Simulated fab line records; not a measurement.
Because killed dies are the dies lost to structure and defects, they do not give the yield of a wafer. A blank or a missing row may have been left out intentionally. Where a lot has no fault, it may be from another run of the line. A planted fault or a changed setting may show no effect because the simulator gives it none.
Chamber matching	flow gf180mcu	GF_V3_CMP_04 on cmp-02: 4 sister chambers
The step polishes SiO2. 14 wafers are shown with their chamber, then 6 later ones without.

## WAFERS WITH THEIR CHAMBER
wafer	chamber	motor_current_A (A)	time_to_endpoint_s (s)	slurry_filter_dp_kPa (kPa)
L625.4	3	12.6	78	13.43
L625.5	2	10.8	78	13.30
L625.6	3	11.7	80	13.41
L627.1	3	11.9	75	13.76
L627.5	1	11.9	85	13.69
L627.6	0	12.1	85	13.50
L629.2	2	10.4	77	13.35
L629.4	0	11.8	80	13.44
L629.5	2	11.0	84	13.50
L632.3	1	12.7	80	13.37
L632.4	0	11.5	88	13.53
L632.6	3	11.7	84	13.56
L633.2	3	12.0	75	13.65
L633.4	1	12.3	78	13.22

SIGNATURES, as means of the wafers listed above
reading	chamber 0	chamber 1	chamber 2	chamber 3	scatter within a chamber
motor_current_A	11.800	12.300	10.733	11.980	0.351
time_to_endpoint_s	84.33	81.00	79.67	78.40	3.8
slurry_filter_dp_kPa	13.4900	13.4267	13.3833	13.5620	0.151
Rule: a wafer lies at a distance from a chamber equal to the root of the sum of squares, over the readings, of (its reading less the chamber's mean, divided by the reading's scatter). If the next closest chamber is less than 2 further off than the closest, the wafer can't be placed; otherwise it belongs to the closest. The scatter: take each reading less its chamber's mean, square it, sum over the shown wafers, divide by the number of wafers less the number of chambers, and take the root.

## WAFERS WHOSE CHAMBER IS MISSING
wafer	motor_current_A (A)	time_to_endpoint_s (s)	slurry_filter_dp_kPa (kPa)
L633.6	11.7	78	13.56
L635.3	10.5	74	13.45
L635.4	12.7	82	13.45
L635.6	12.9	82	13.32
L640.1	10.5	80	13.70
L640.5	10.6	74	13.42

## WHICH CHAMBER EACH ONE RAN IN
wafer	from the rows above	in truth
L633.6	can't be placed: 3 or 0 or 1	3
L635.3	2	2
L635.4	can't be placed: 1 or 3 or 0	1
L635.6	can't be placed: 1 or 3 or 0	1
L640.1	can't be placed: 2 or 0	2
L640.5	2	2
2 of 6 placed correctly. From these rows, 4 cannot be placed; in 4 the true chamber is one of the candidates. Number placed wrongly: 0.
